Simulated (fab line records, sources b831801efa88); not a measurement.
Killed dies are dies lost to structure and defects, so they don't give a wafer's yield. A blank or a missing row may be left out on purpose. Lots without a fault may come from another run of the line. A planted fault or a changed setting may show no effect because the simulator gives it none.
fab line records | flow sky130
record lots=12 wafers=36 last_day=50
route steps=708 shown VIA2@521 METAL3@533 PAD_OPEN@708
lots that met no fault: from a run of the same line without faults
start_h: hours from the record's first day to the start of the lot's first wafer shown | wait_h: hours since the lot's step before | " the same as in the row above | L1.1+2: a row that stands for several wafers | - no value, or no start given | * or withheld: withheld | < > ~ a bound
route shown NAME@n: a module of which the file shows steps, and the number in the route of the first | usual: mean/standard deviation of fault-free wafers | same: alike in all rows | chamber/n: place in a boat | sites: the reading at each site | _std_site: their standard deviation | _edge_site: outer sites' mean less inner sites' | radius_mm: how far each site lies from the wafer's centre | mask NAME#n: copy n | behind: the tool/chamber that last shaped the wafer | hold: why the lot was held/for how many hours/how that ended | device: the transistor (n, p or np) that didn't switch | end of line: the same wafers' tests at the end of the route | a step without rows: its recipe alone | killed: dies lost to structure and defects at the first sort, not the wafer's yield | map: a wafer's dies, x killed, . not, _ none there
set.NAME: the setting as run; set.NAME@STEP: as run at that earlier step | model.NAME: the simulator's own value behind a step, which no gauge read
steps of the route over a sample of lots; a table a step, a row a wafer
services: from which hour (start_h, from the record's first day; less than 0 if before it) a tool's chamber was out of use, for how many hours, and why
## steps
# step SKY_VIA2_ETCH_14
# recipe chemistry=N2/H2 target=BARC ion_energy_ev=200 source_w=500 bias_w=100 pressure_mtorr=30 n2_flow_sccm=100 h2_flow_sccm=200 stop_on=SiO2 time_s=45.9 target_depth_a=600
# usual drypump_motor_current_A=5.5/0.46 oes_product_au=0.854/0.0046 throttle_valve_pct=13.224/0.0094
# columns lot.wafer tool chamber start_h wait_h drypump_motor_current_A oes_product_au rf_hours_counter_h throttle_valve_pct
L152.2 rie_diel-04 2 841.31 0.0 5.1 0.852 14 13.204
L152.3 " 1 " " 6.3 0.857 32 13.225
L152.4 " 3 " " 5.5 0.850 5 13.213
L153.3 rie_diel-04 2 855.49 0.0 5.1 0.853 15 13.213
L153.5 " 3 " " 5.5 0.851 - 13.220
L153.6 " 0 " " 5.0 0.853 - 13.224
L155.1 rie_diel-02 1 873.57 0.0 5.9 0.858 5 13.226
L155.3 " 3 " " 5.0 0.851 22 13.235
L155.5 " 3 " " 5.0 0.854 - 13.217
L156.2 rie_diel-03 3 879.22 0.0 5.3 0.862 7 13.214
L156.4 " 1 " " 4.8 0.856 - 13.222
L156.5 " 0 " " 6.3 0.854 - 13.225
L161.3 rie_diel-03 2 920.42 0.0 6.1 0.858 10 13.226
L161.4 " 3 " " 5.4 0.855 8 13.222
L161.5 " 0 " " 6.2 0.852 - 13.219
L164.4 rie_diel-02 0 940.74 0.0 5.9 0.845 - 13.219
L164.5 " 3 " " 5.0 0.849 - 13.237
L164.6 " 2 " " 5.6 0.849 - 13.235
L165.1 rie_diel-04 3 944.04 0.0 5.5 0.857 9 13.224
L165.4 " 1 " " 6.2 0.855 2 13.219
L165.6 " 2 " " 5.1 0.853 - 13.214
L168.2 rie_diel-04 3 968.17 0.0 5.4 0.849 9 13.225
L168.3 " 1 " " 6.3 0.855 3 13.202
L168.6 " 2 " " 5.1 0.849 - 13.201
L170.2 rie_diel-03 0 982.77 0.0 6.2 0.850 7 13.212
L170.4 " 1 " " 4.8 0.858 23 13.243
L170.5 " 3 " " 5.4 0.850 - 13.224
L171.2 rie_diel-04 1 986.04 0.0 6.3 0.851 3 13.208
L171.4 " 0 " " 5.0 0.860 9 13.200
L171.6 " 0 " " 5.0 0.851 - 13.225
L173.1 rie_diel-04 1 1003.47 0.0 6.3 0.854 4 13.247
L173.4 " 0 " " 5.0 0.851 10 13.244
L173.5 " 2 " " 5.1 0.851 - 13.226
L174.1 rie_diel-03 0 1004.27 0.0 6.2 0.854 7 13.232
L174.3 " 2 " " 6.1 0.859 12 13.225
L174.4 " 1 " " 4.8 0.862 24 13.224
# step SKY_VIA2_ETCH_15
# recipe target=SiO2 chemistry=C4F8/O2/Ar target_depth_nm=546 stop_on=TiN mask_material=KrF-thick source_w=1500 bias_w=1200 pressure_mtorr=40 c4f8_flow_sccm=withheld O2_flow_sccm=6 Ar_flow_sccm=300 time_s=84
# usual oes_product_au=0.940/0.0048
# columns lot.wafer tool chamber start_h wait_h oes_product_au rf_hours_counter_h
L152.2 rie_diel-04 2 841.35 0.0 0.944 14
L152.3 " 1 " " 0.931 32
L152.4 " 3 " " 0.942 5
L153.3 rie_diel-04 2 855.54 0.0 0.943 15
L153.5 " 3 " " 0.937 -
L153.6 " 0 " " 0.946 -
L155.1 rie_diel-02 1 873.61 0.0 0.945 5
L155.3 " 3 " " 0.937 22
L155.5 " 3 " " 0.942 -
L156.2 rie_diel-03 3 879.26 0.0 0.935 7
L156.4 " 1 " " 0.949 -
L156.5 " 0 " " 0.945 -
L161.3 rie_diel-03 2 920.46 0.0 0.940 10
L161.4 " 3 " " 0.945 8
L161.5 " 0 " " 0.942 -
L164.4 rie_diel-02 0 940.79 0.0 0.936 -
L164.5 " 3 " " 0.936 -
L164.6 " 2 " " 0.937 -
L165.1 rie_diel-04 3 944.09 0.0 0.938 9
L165.4 " 1 " " 0.937 2
L165.6 " 2 " " 0.945 -
L168.2 rie_diel-04 3 968.21 0.0 0.946 9
L168.3 " 1 " " 0.942 3
L168.6 " 2 " " 0.938 -
L170.2 rie_diel-03 0 982.81 0.0 0.946 7
L170.4 " 1 " " 0.941 23
L170.5 " 3 " " 0.937 -
L171.2 rie_diel-04 1 986.09 0.0 0.937 3
L171.4 " 0 " " 0.932 9
L171.6 " 0 " " 0.950 -
L173.1 rie_diel-04 1 1003.51 0.0 0.945 4
L173.4 " 0 " " 0.943 10
L173.5 " 2 " " 0.945 -
L174.1 rie_diel-03 0 1004.31 0.0 0.931 7
L174.3 " 2 " " 0.940 12
L174.4 " 1 " " 0.931 24
# step SKY_VIA2_THK_MEAS_23
# recipe thk_meas_gauge=xrf reads=W_of_VIA2_CVD_21
# usual VIA2_W_THK=434/7.6
# columns lot.wafer tool chamber start_h wait_h VIA2_W_THK[nm]
L152.2 film_metro-03 - 842.36 0.1 440
L152.3 " - " " 458
L152.4 " - " " 442
L153.3 film_metro-02 - 856.53 0.1 429
L153.5 " - " " 442
L153.6 " - " " 426
L155.1 film_metro-01 - 874.61 0.1 423
L155.3 " - " " 438
L155.5 " - " " 445
L156.2 film_metro-03 - 880.24 0.1 429
L156.4 " - " " 434
L156.5 " - " " 436
L161.3 film_metro-03 - 921.45 0.1 428
L161.4 " - " " 447
L161.5 " - " " 434
L164.4 film_metro-03 - 941.76 0.1 434
L164.5 " - " " 439
L164.6 " - " " 426
L165.1 film_metro-01 - 945.08 0.1 431
L165.4 " - " " 430
L165.6 " - " " 430
L168.2 film_metro-01 - 969.19 0.1 428
L168.3 " - " " 437
L168.6 " - " " 443
L170.2 film_metro-03 - 983.88 0.1 423
L170.4 " - " " 440
L170.5 " - " " 422
L171.2 film_metro-03 - 987.10 0.1 444
L171.4 " - " " 436
L171.6 " - " " 434
L173.1 film_metro-03 - 1004.52 0.1 431
L173.4 " - " " 425
L173.5 " - " " 433
L174.1 film_metro-01 - 1005.31 0.1 440
L174.3 " - " " 438
L174.4 " - " " 438
# step SKY_METAL3_SPUTTER_01
# recipe material=TiN target_thk_nm=20 power_w=6500 time_s=16.7 chamber_pressure_pa=0.4
# usual chamber_pressure_pa=0.4000/0.00077 throttle_valve_pct=30.2/0.81
# columns lot.wafer tool chamber start_h wait_h chamber_pressure_pa throttle_valve_pct
L152.2 pvd_sputter-01 - 842.74 0.0 0.4006 30.3
L152.3 " - " " 0.4004 28.5
L152.4 " - " " 0.3998 31.4
L153.3 pvd_sputter-04 - 856.89 0.0 0.3998 30.5
L153.5 " - " " 0.4008 29.8
L153.6 " - " " 0.4012 30.2
L155.1 pvd_sputter-04 - 875.00 0.0 0.4001 30.4
L155.3 " - " " 0.4009 31.5
L155.5 " - " " 0.3999 31.2
L156.2 pvd_sputter-04 - 880.61 0.0 0.3998 30.2
L156.4 " - " " 0.4002 30.6
L156.5 " - " " 0.3994 30.0
L161.3 pvd_sputter-01 - 921.81 0.0 0.3988 31.4
L161.4 " - " " 0.4012 28.6
L161.5 " - " " 0.3992 28.8
L164.4 pvd_sputter-04 - 942.11 0.0 0.4212 29.5
L164.5 " - " " 0.3996 30.1
L164.6 " - " " 0.4198 29.4
L165.1 pvd_sputter-04 - 945.46 0.0 0.3995 30.1
L165.4 " - " " 0.4223 29.4
L165.6 " - " " 0.3999 30.1
L168.2 pvd_sputter-02 - 969.56 0.0 0.3991 30.5
L168.3 " - " " 0.4002 28.8
L168.6 " - " " 0.4008 29.0
L170.2 pvd_sputter-02 - 984.25 0.0 0.4008 28.6
L170.4 " - " " 0.4001 29.7
L170.5 " - " " 0.4012 28.4
L171.2 pvd_sputter-01 - 987.83 0.0 0.3987 28.5
L171.4 " - " " 0.3981 28.4
L171.6 " - " " 0.3989 31.5
L173.1 pvd_sputter-02 - 1004.90 0.0 0.3988 30.1
L173.4 " - " " 0.3992 28.7
L173.5 " - " " 0.3997 28.9
L174.1 pvd_sputter-01 - 1005.70 0.0 0.3997 28.5
L174.3 " - " " 0.4001 29.2
L174.4 " - " " 0.3992 30.8
# step SKY_PAD_OPEN_PROBE_99
# usual defect_limited_yield=82.6/2.1 killed_at_M0_to_M3=42/7.6 killed_at_M4_up=3.4/2 killed_at_contacts=24/5.9 killed_at_front_end=16/4.5 killed_at_other=0.4/0.58 killed_dies=86/10 killed_open=47/7.6 killed_short=39/6.7 sort_bin_3_pad_short=0.9/0.42 sort_bin_5_function=10.3/1.7 sort_bin_6_memory=6.2/1.2 sort_n_pass=406/10 sort_yield_pct=82.6/2.1
# same gross_dies=492 killed_at_back_side=0 sort_bin_4_leakage[%]=0 sort_bin_8_speed[%]=0
# columns lot.wafer tool chamber start_h wait_h defect_limited_yield[%] killed_at_M0_to_M3 killed_at_M4_up killed_at_contacts killed_at_front_end killed_at_other killed_dies killed_open killed_short sort_bin_3_pad_short[%] sort_bin_5_function[%] sort_bin_6_memory[%] sort_n_pass sort_yield_pct[%]
L152.2 prober-02 - 1070.18 0.1 84.8 39 2 20 14 0 75 34 41 1.2 9.6 4.5 417 84.8
L152.3 prober-02 - 1070.23 0.2 82.9 45 1 18 20 0 84 48 36 0.8 10.4 5.9 408 82.9
L152.4 prober-02 - 1070.28 0.2 85.8 39 3 23 5 0 70 41 29 0.4 9.1 4.7 422 85.8
L153.3 prober-02 - 1082.08 0.2 84.1 42 2 20 14 0 78 43 35 1.4 7.5 6.9 414 84.1
L153.5 prober-02 - 1082.18 0.2 84.1 33 8 22 15 0 78 39 39 1.6 9.6 4.7 414 84.1
L153.6 prober-02 - 1082.23 0.2 81.9 37 4 31 16 1 89 47 42 0.6 10.4 7.1 403 81.9
L155.1 prober-02 - 1096.78 0.1 80.7 36 2 34 23 0 95 46 49 1.6 10.2 7.5 397 80.7
L155.3 prober-02 - 1096.88 0.2 82.7 35 5 23 22 0 85 43 42 0.6 10.6 6.1 407 82.7
L155.5 prober-02 - 1096.98 0.2 85.6 37 3 13 17 1 71 33 37 1.0 9.1 4.3 421 85.6
L156.2 prober-02 - 1102.73 0.1 82.9 37 5 23 19 0 84 46 37 0.6 11.0 5.5 408 82.9
L156.4 prober-02 - 1102.83 0.2 81.3 43 1 25 23 0 92 57 35 1.4 11.0 6.3 400 81.3
L156.5 prober-02 - 1102.88 0.2 83.1 44 2 23 14 0 83 40 42 0.6 11.0 5.3 409 83.1
L161.3 prober-02 - 1131.97 0.2 80.7 40 2 38 15 0 95 58 37 0.6 12.8 5.9 397 80.7
L161.4 prober-02 - 1132.02 0.2 83.5 38 4 21 18 0 81 44 37 0.8 9.3 6.3 411 83.5
L161.5 prober-02 - 1132.07 0.2 83.3 36 5 20 20 1 82 43 38 1.2 10.2 5.3 410 83.3
L164.4 prober-02 - 1149.44 0.2 80.5 49 4 21 21 1 96 51 45 1.2 10.4 7.9 396 80.5
L164.5 prober-02 - 1149.49 0.2 80.7 45 3 32 14 1 95 46 47 0.4 12.6 6.3 397 80.7
L164.6 prober-02 - 1149.54 0.2 82.1 49 2 19 17 1 88 45 43 1.0 10.6 6.3 404 82.1
L165.1 prober-02 - 1150.98 0.1 82.9 42 8 18 16 0 84 55 29 0.6 7.9 8.5 408 82.9
L165.4 prober-02 - 1151.13 0.2 78.7 59 4 21 20 1 105 52 53 1.2 13.4 6.7 387 78.7
L165.6 prober-02 - 1151.23 0.2 79.9 47 4 30 18 0 99 47 52 0.6 12.8 6.7 393 79.9
L168.2 prober-02 - 1168.98 0.1 82.9 53 2 19 9 1 84 58 26 0.6 10.8 5.7 408 82.9
L168.3 prober-02 - 1169.03 0.2 85.0 38 2 26 7 1 74 47 27 1.2 8.3 5.5 418 85.0
L168.6 prober-02 - 1169.18 0.2 82.3 45 3 26 13 0 87 42 45 1.4 10.8 5.5 405 82.3
L170.2 prober-02 - 1179.88 0.1 86.4 36 1 17 13 0 67 35 32 0.8 5.1 7.7 425 86.4
L170.4 prober-02 - 1179.98 0.2 78.9 61 1 25 16 1 104 52 52 0.8 13.0 7.3 388 78.9
L170.5 prober-02 - 1180.03 0.2 85.0 37 3 19 15 0 74 47 27 0.6 7.5 6.9 418 85.0
L171.2 prober-02 - 1183.13 0.1 84.1 30 2 24 21 1 78 33 45 1.2 8.1 6.5 414 84.1
L171.4 prober-02 - 1183.23 0.2 86.2 30 4 16 17 1 68 28 39 0.6 9.3 3.9 424 86.2
L171.6 prober-02 - 1183.33 0.2 83.5 40 2 19 20 0 81 34 47 0.8 8.5 7.1 411 83.5
L173.1 prober-02 - 1193.58 0.1 81.1 45 4 28 15 1 93 56 36 0.8 10.0 8.1 399 81.1
L173.4 prober-02 - 1193.73 0.2 83.7 39 4 25 12 0 80 42 38 1.6 8.5 6.1 412 83.7
L173.5 prober-02 - 1193.78 0.2 81.9 38 5 32 14 0 89 54 35 0.4 11.2 6.5 403 81.9
L174.1 prober-02 - 1195.63 0.1 80.9 43 2 32 17 0 94 54 38 1.2 11.2 6.7 398 80.9
L174.3 prober-02 - 1195.73 0.2 82.3 40 4 26 16 1 87 49 38 0.4 12.8 4.5 405 82.3
L174.4 prober-02 - 1195.78 0.2 84.3 40 1 15 21 0 77 48 28 0.6 8.9 6.1 415 84.3
# killed by level:class
L152.2 CONTACT:geometric_particle:open=9 VIA1:geometric_particle:open=9 METAL1:geometric_particle:short=6 METAL2:geometric_particle:short=5 CONTACT:geometric_particle:short=4 VIA1:geometric_particle:short=4 VIA2:geometric_particle:open=4 FIELD_ISO:geometric_particle:short=3
L152.3 VIA1:geometric_particle:open=13 VIA2:geometric_particle:open=7 POLY_GATE:geometric_particle:short=6 LI_CONTACT:geometric_particle:open=6 CONTACT:geometric_particle:open=6 METAL1:geometric_particle:short=6 VIA3:geometric_particle:open=6 FIELD_ISO:geometric_particle:short=5
L152.4 CONTACT:geometric_particle:open=9 VIA1:geometric_particle:open=8 LI_CONTACT:geometric_particle:open=8 METAL1:geometric_particle:short=6 METAL1:geometric_particle:open=5 VIA2:geometric_particle:open=4 VIA3:geometric_particle:open=4 CONTACT:geometric_particle:short=3
L153.3 VIA1:geometric_particle:open=16 LOCAL_INTERCONNECT:geometric_particle:short=6 VIA3:geometric_particle:open=6 CONTACT:geometric_particle:open=5 VIA3:geometric_particle:short=5 LI_CONTACT:geometric_particle:open=4 POLY_GATE:geometric_particle:short=4 METAL1:geometric_particle:open=4
L153.5 CONTACT:geometric_particle:open=10 LOCAL_INTERCONNECT:geometric_particle:short=8 VIA1:geometric_particle:open=8 VIA3:geometric_particle:open=7 METAL4:geometric_particle:short=7 METAL3:geometric_particle:short=6 FIELD_ISO:geometric_particle:short=4 FIELD_ISO:geometric_particle:open=3
L153.6 CONTACT:geometric_particle:open=9 LI_CONTACT:geometric_particle:open=8 VIA1:geometric_particle:open=8 VIA3:geometric_particle:open=7 CONTACT:geometric_particle:short=7 LOCAL_INTERCONNECT:geometric_particle:short=6 FIELD_ISO:geometric_particle:open=4 FIELD_ISO:geometric_particle:short=4
L155.1 LI_CONTACT:geometric_particle:open=11 VIA1:geometric_particle:open=8 LI_CONTACT:geometric_particle:short=7 CONTACT:geometric_particle:short=7 VIA3:geometric_particle:open=6 FIELD_ISO:geometric_particle:short=5 METAL2:geometric_particle:short=5 POLY_GATE:geometric_particle:short=4
L155.3 CONTACT:geometric_particle:open=10 FIELD_ISO:geometric_particle:short=7 VIA1:geometric_particle:open=6 VIA1:geometric_particle:short=6 VIA3:geometric_particle:open=6 VIA3:geometric_particle:short=4 LI_CONTACT:geometric_particle:open=4 LOCAL_INTERCONNECT:geometric_particle:short=4
L155.5 VIA1:geometric_particle:open=9 POLY_GATE:geometric_particle:short=6 VIA1:geometric_particle:short=5 LOCAL_INTERCONNECT:geometric_particle:short=5 METAL2:geometric_particle:short=5 VIA3:geometric_particle:open=5 FIELD_ISO:geometric_particle:open=3 LI_CONTACT:geometric_particle:open=3
L156.2 CONTACT:geometric_particle:open=9 VIA1:geometric_particle:open=7 FIELD_ISO:geometric_particle:short=6 CONTACT:geometric_particle:short=6 FIELD_ISO:geometric_particle:open=5 LI_CONTACT:geometric_particle:open=5 VIA2:geometric_particle:open=5 VIA3:geometric_particle:short=5
L156.4 CONTACT:geometric_particle:open=12 VIA1:geometric_particle:open=12 VIA3:geometric_particle:open=8 FIELD_ISO:geometric_particle:open=5 CONTACT:geometric_particle:short=5 POLY_GATE:geometric_particle:short=4 POLY_GATE:geometric_particle:open=4 POLY_CUT:geometric_particle:open=4
L156.5 VIA1:geometric_particle:open=12 FIELD_ISO:geometric_particle:short=8 LI_CONTACT:geometric_particle:open=8 VIA1:geometric_particle:short=8 CONTACT:geometric_particle:open=6 METAL2:geometric_particle:short=6 VIA2:geometric_particle:open=6 POLY_GATE:geometric_particle:open=4
L161.3 VIA1:geometric_particle:open=12 LI_CONTACT:geometric_particle:open=11 CONTACT:geometric_particle:open=10 VIA1:geometric_particle:short=8 LOCAL_INTERCONNECT:geometric_particle:short=7 FIELD_ISO:geometric_particle:open=6 CONTACT:geometric_particle:short=5 VIA2:geometric_particle:open=5
L161.4 VIA1:geometric_particle:open=8 CONTACT:geometric_particle:open=7 VIA2:geometric_particle:open=6 VIA3:geometric_particle:open=5 POLY_CUT:geometric_particle:short=4 LI_CONTACT:geometric_particle:open=4 METAL1:geometric_particle:short=4 VIA2:geometric_particle:short=4
L161.5 METAL1:geometric_particle:short=8 FIELD_ISO:geometric_particle:short=7 VIA1:geometric_particle:open=7 LI_CONTACT:geometric_particle:open=7 FIELD_ISO:geometric_particle:open=6 VIA3:geometric_particle:open=5 METAL4:geometric_particle:short=4 CONTACT:geometric_particle:open=4
L164.4 VIA1:geometric_particle:open=11 CONTACT:geometric_particle:open=9 FIELD_ISO:geometric_particle:short=7 VIA3:geometric_particle:open=7 FIELD_ISO:geometric_particle:open=6 LI_CONTACT:geometric_particle:open=6 METAL1:geometric_particle:short=6 VIA2:geometric_particle:open=6
L164.5 CONTACT:geometric_particle:open=15 VIA2:geometric_particle:open=10 CONTACT:geometric_particle:short=8 VIA1:geometric_particle:open=8 METAL2:geometric_particle:short=7 METAL1:geometric_particle:short=5 LI_CONTACT:geometric_particle:open=4 FIELD_ISO:geometric_particle:open=3
L164.6 VIA2:geometric_particle:open=9 VIA1:geometric_particle:open=8 VIA1:geometric_particle:short=8 CONTACT:geometric_particle:open=7 LOCAL_INTERCONNECT:geometric_particle:short=6 METAL2:geometric_particle:short=6 FIELD_ISO:geometric_particle:open=5 VIA3:geometric_particle:open=5
L165.1 VIA1:geometric_particle:open=13 LI_CONTACT:geometric_particle:open=7 VIA3:geometric_particle:open=7 FIELD_ISO:geometric_particle:open=6 METAL1:geometric_particle:short=6 VIA2:geometric_particle:open=6 CONTACT:geometric_particle:open=5 CONTACT:geometric_particle:short=5
L165.4 VIA1:geometric_particle:open=11 METAL1:geometric_particle:short=9 LI_CONTACT:geometric_particle:open=8 VIA2:geometric_particle:open=8 VIA3:geometric_particle:open=8 VIA1:geometric_particle:short=7 POLY_GATE:geometric_particle:short=5 CONTACT:geometric_particle:open=5
L165.6 VIA2:geometric_particle:open=9 VIA3:geometric_particle:open=9 CONTACT:geometric_particle:open=9 CONTACT:geometric_particle:short=8 LOCAL_INTERCONNECT:geometric_particle:short=6 VIA1:geometric_particle:short=6 VIA2:geometric_particle:short=6 LI_CONTACT:geometric_particle:open=4
L168.2 VIA1:geometric_particle:open=12 CONTACT:geometric_particle:open=9 VIA2:geometric_particle:open=9 VIA3:geometric_particle:open=8 METAL2:geometric_particle:short=7 LI_CONTACT:geometric_particle:open=5 FIELD_ISO:geometric_particle:open=4 SPACER:geometric_particle:open=3
L168.3 CONTACT:geometric_particle:open=14 VIA1:geometric_particle:open=12 LI_CONTACT:geometric_particle:open=5 METAL1:geometric_particle:short=5 VIA3:geometric_particle:open=5 METAL2:geometric_particle:short=4 FIELD_ISO:geometric_particle:open=3 LI_CONTACT:geometric_particle:short=3
L168.6 CONTACT:geometric_particle:open=9 VIA1:geometric_particle:short=9 VIA1:geometric_particle:open=9 VIA3:geometric_particle:open=7 CONTACT:geometric_particle:short=7 METAL2:geometric_particle:short=6 VIA2:geometric_particle:open=5 LI_CONTACT:geometric_particle:open=5
L170.2 LI_CONTACT:geometric_particle:open=8 METAL2:geometric_particle:short=8 VIA2:geometric_particle:open=7 METAL1:geometric_particle:short=6 POLY_GATE:geometric_particle:open=5 CONTACT:geometric_particle:open=5 POLY_GATE:geometric_particle:short=4 VIA1:geometric_particle:open=4
L170.4 VIA1:geometric_particle:open=12 LI_CONTACT:geometric_particle:open=11 METAL1:geometric_particle:short=10 METAL2:geometric_particle:short=10 FIELD_ISO:geometric_particle:short=6 VIA3:geometric_particle:open=6 LI_CONTACT:geometric_particle:short=5 CONTACT:geometric_particle:open=5
L170.5 VIA1:geometric_particle:open=9 VIA2:geometric_particle:open=8 LI_CONTACT:geometric_particle:open=6 CONTACT:geometric_particle:open=6 FIELD_ISO:geometric_particle:open=5 CONTACT:geometric_particle:short=5 METAL2:geometric_particle:short=5 VIA1:geometric_particle:short=4
L171.2 FIELD_ISO:geometric_particle:short=9 CONTACT:geometric_particle:open=9 VIA1:geometric_particle:short=5 VIA1:geometric_particle:open=5 LI_CONTACT:geometric_particle:open=4 POLY_GATE:geometric_particle:short=4 LOCAL_INTERCONNECT:geometric_particle:short=4 CONTACT:geometric_particle:short=4
L171.4 VIA1:geometric_particle:open=8 FIELD_ISO:geometric_particle:short=5 LOCAL_INTERCONNECT:geometric_particle:short=5 METAL1:geometric_particle:short=5 VIA1:geometric_particle:short=5 CONTACT:geometric_particle:open=4 FIELD_ISO:geometric_particle:open=3 POLY_GATE:geometric_particle:open=3
L171.6 METAL1:geometric_particle:short=7 VIA1:geometric_particle:open=7 METAL2:geometric_particle:short=7 CONTACT:geometric_particle:open=6 FIELD_ISO:geometric_particle:short=5 SPACER:geometric_particle:short=5 LOCAL_INTERCONNECT:geometric_particle:short=5 POLY_GATE:geometric_particle:short=4
L173.1 VIA1:geometric_particle:open=11 CONTACT:geometric_particle:open=9 LI_CONTACT:geometric_particle:open=8 VIA3:geometric_particle:open=8 LI_CONTACT:geometric_particle:short=6 METAL1:geometric_particle:short=6 VIA3:geometric_particle:short=6 FIELD_ISO:geometric_particle:open=4
L173.4 CONTACT:geometric_particle:open=10 VIA1:geometric_particle:open=8 VIA3:geometric_particle:open=6 METAL1:geometric_particle:short=5 METAL2:geometric_particle:short=5 POLY_GATE:geometric_particle:open=4 LI_CONTACT:geometric_particle:open=4 LOCAL_INTERCONNECT:geometric_particle:short=4
L173.5 CONTACT:geometric_particle:open=12 LI_CONTACT:geometric_particle:open=10 VIA3:geometric_particle:open=9 VIA2:geometric_particle:open=7 POLY_GATE:geometric_particle:short=5 VIA1:geometric_particle:open=5 POLY_GATE:geometric_particle:open=4 LI_CONTACT:geometric_particle:short=4
L174.1 LI_CONTACT:geometric_particle:open=11 CONTACT:geometric_particle:open=9 VIA3:geometric_particle:open=9 VIA2:geometric_particle:open=5 LOCAL_INTERCONNECT:geometric_particle:short=5 CONTACT:geometric_particle:short=5 VIA1:geometric_particle:open=5 POLY_GATE:geometric_particle:open=4
L174.3 CONTACT:geometric_particle:open=9 METAL1:geometric_particle:short=8 LI_CONTACT:geometric_particle:open=7 VIA1:geometric_particle:open=7 LOCAL_INTERCONNECT:geometric_particle:short=5 METAL2:geometric_particle:short=5 VIA3:geometric_particle:open=5 POLY_GATE:geometric_particle:open=4
L174.4 VIA1:geometric_particle:open=10 VIA3:geometric_particle:open=9 CONTACT:geometric_particle:open=5 POLY_GATE:geometric_particle:open=5 METAL2:geometric_particle:short=5 FIELD_ISO:geometric_particle:short=4 FIELD_ISO:geometric_particle:open=3 POLY_GATE:geometric_particle:short=3
## services
# columns tool chamber start_h hours kind
rie_diel-02 - 817.94 2.8 pm
rie_diel-04 0 821.91 5.6 repair
rie_diel-02 3 831.85 5.9 repair
pvd_sputter-01 - 840.20 2.1 repair
pvd_sputter-02 - 840.35 2.9 repair
rie_diel-04 1 849.97 6.1 repair
rie_diel-04 1 856.11 - clean
rie_diel-04 1 856.11 19.5 scheduled_down
rie_diel-04 1 856.11 19.5 vent_cycle
rie_diel-03 - 857.40 9.0 repair
rie_diel-03 2 875.74 21.6 repair
rie_diel-03 - 877.02 0.2 repair
rie_diel-02 2 884.86 2.3 repair
rie_diel-02 3 894.85 - clean
rie_diel-02 3 894.85 22.6 scheduled_down
rie_diel-02 3 894.85 22.6 vent_cycle
rie_diel-02 2 917.49 - clean
rie_diel-03 - 923.93 19.5 repair
rie_diel-04 3 926.95 2.6 repair
pvd_sputter-01 - 932.96 5.0 repair
rie_diel-02 1 938.01 9.5 repair
pvd_sputter-01 - 941.20 2.6 repair
rie_diel-03 - 942.36 2.3 repair
pvd_sputter-04 - 988.66 1.4 repair
## key
first_sign step=SKY_METAL3_SPUTTER_01 reading=chamber_pressure_pa direction=up sigmas=27 usual=0.4000 struck=0.4211
effect none on later readings
met_at SKY_METAL3_SPUTTER_01
struck_lots L164,L165
struck_wafers L164.4,L164.6,L165.4
not_acting_at SKY_VIA2_ETCH_14,SKY_VIA2_ETCH_15,SKY_VIA2_THK_MEAS_23
onset_between 880.61 942.11
fault kind=process_parameter_drift tool=pvd_sputter-04 chamber=- onset_h=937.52 steps=SKY_METAL3_SPUTTER_01 channel=chamber_pressure_pa offset=0.021107 shape=step end_h=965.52 acts_in=these_recipes_only stated=0.4 scope=struck_wafers_only
